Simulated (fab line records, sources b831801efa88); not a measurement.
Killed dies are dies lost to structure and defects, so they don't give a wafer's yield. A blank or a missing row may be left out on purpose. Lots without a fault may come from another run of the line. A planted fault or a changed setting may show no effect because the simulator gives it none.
One fault seen from 2 desks | flow gf180mcu | each desk has only its own numbers; what lay behind them comes last

THE TOOL OWNER'S DESK: wet_bench-03
The tool's own readings at GF_SAB_WET_ETCH_12 (etches SiO2 in dHF, target depth 22 nm, time 440 s): means of the sampled wafers that have a number, for each lot that ran on this tool. A lot is out of limits, marked OUT, if its mean lies more than 4 standard deviations from the usual mean; the brackets give that distance.
Columns: A = run_length_s at GF_SAB_WET_ETCH_12, usual 468 s
lot  | first seen here | A
L246 | day 15 16:34    | 472
L248 | day 16 13:55    | 475
L256 | day 19 14:27    | 472
L257 | day 20 06:31    | 524 (+16) OUT
L260 | day 21 02:58    | 523 (+16) OUT
This desk's finding: out of limits on L257, L260; first on L257, day 20 06:31 (run_length_s at GF_SAB_WET_ETCH_12). In limits: L246, L248, L256.

THE METROLOGY DESK
What the gauges read, lot by lot, whatever tool the lot ran on: means of the sampled wafers that have a number. A lot is out of limits, marked OUT, if its mean lies more than 4 standard deviations from the usual mean; the brackets give that distance.
Columns: A = NSD_TW at GF_NSD_TW_MEAS_12, usual 4230; B = CONTACT_CVD_00_THK at GF_CONTACT_THK_MEAS_01, usual 299.4 nm
lot  | first seen here | A    | B
L246 | day 13 22:18    | 4275 | 298.5
L247 | day 14 05:27    | 4233 | 298.9
L248 | day 14 17:27    | 4267 | 297.7
L251 | day 15 19:59    | 4247 | 298.1
L252 | day 16 16:35    | 4254 | 297.5
L253 | day 16 22:51    | 4172 | 300.5
L254 | day 16 23:41    | 4256 | 298.5
L256 | day 17 14:14    | 4175 | 300.7
L257 | day 18 05:58    | 4263 | 303.9
L259 | day 18 16:11    | 4182 | 299.3
L260 | day 19 01:28    | 4257 | 302.6
L263 | day 20 08:21    | 4244 | 300.3
L266 | day 20 19:42    | 4234 | 302.7
L267 | day 21 04:42    | 4194 | 299.7
This desk's finding: nothing out of limits on any of the 14 lots.

PUT TOGETHER
The tool owner's desk could have raised an alarm at day 20 06:31, on L257, L260.
The metrology desk saw nothing out of limits.
The metrology desk has L257, L260 on record, within its limits.
Of the lots named, all ran GF_SAB_WET_ETCH_12 on wet_bench-03.

WHAT THE SIMULATOR HAD PUT IN
Process parameter drift: wet_bench-03, from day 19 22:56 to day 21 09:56, at GF_SAB_WET_ETCH_12. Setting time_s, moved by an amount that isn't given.
Lots struck among those shown: L257, L260.
Hours from the fault's start to each desk's first reading out of limits: the tool owner's desk, 8.
